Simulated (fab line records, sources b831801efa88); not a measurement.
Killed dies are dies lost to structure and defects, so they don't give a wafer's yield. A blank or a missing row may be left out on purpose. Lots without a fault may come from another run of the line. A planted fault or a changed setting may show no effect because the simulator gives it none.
Chamber matching | flow gf180mcu | GF_MIM_CVD_05 on pecvd-04: 3 sister chambers
The step deposits Si3N4, target thk 42 nm, time 29.086 s. 3 wafers are shown with their chamber, then 7 later ones without.

WAFERS WITH THEIR CHAMBER
wafer  | chamber | heater_power_outer_w (W)
L994.4 | 1       | 297
L994.5 | 0       | 408
L105.4 | 2       | 437

WAFERS WITHOUT THEIR CHAMBER
wafer  | heater_power_outer_w (W)
L105.5 | 354
L107.2 | 380
L107.3 | 305
L107.4 | 428
L108.1 | 450
L108.3 | 379
L108.4 | 368

WHICH CHAMBER EACH WENT THROUGH
wafer  | from the rows above          | in truth
L105.5 | can't be placed: 0 or 1 or 2 | 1
L107.2 | can't be placed: 0 or 2 or 1 | 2
L107.3 | 1                            | 1
L107.4 | can't be placed: 2 or 0      | 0
L108.1 | can't be placed: 2 or 0      | 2
L108.3 | can't be placed: 0 or 2 or 1 | 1
L108.4 | can't be placed: 0 or 2 or 1 | 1
Placed correctly: 1 of 7. Can't be placed from these rows: 6 (the true chamber is among the candidates in 6). Placed wrongly: 0.
How it was worked out, from the rows above alone: a wafer's distance from a chamber is the root of the sum, over the readings, of the square of ((its reading less the chamber's mean) divided by the reading's scatter). The wafer belongs to the nearest chamber; if the next one is less than 2 further off, it can't be placed. A chamber's mean is the mean of its shown wafers. The scatter: with one shown wafer a chamber, the root of the mean of the squares of how far each hidden wafer lies from its nearest shown one.
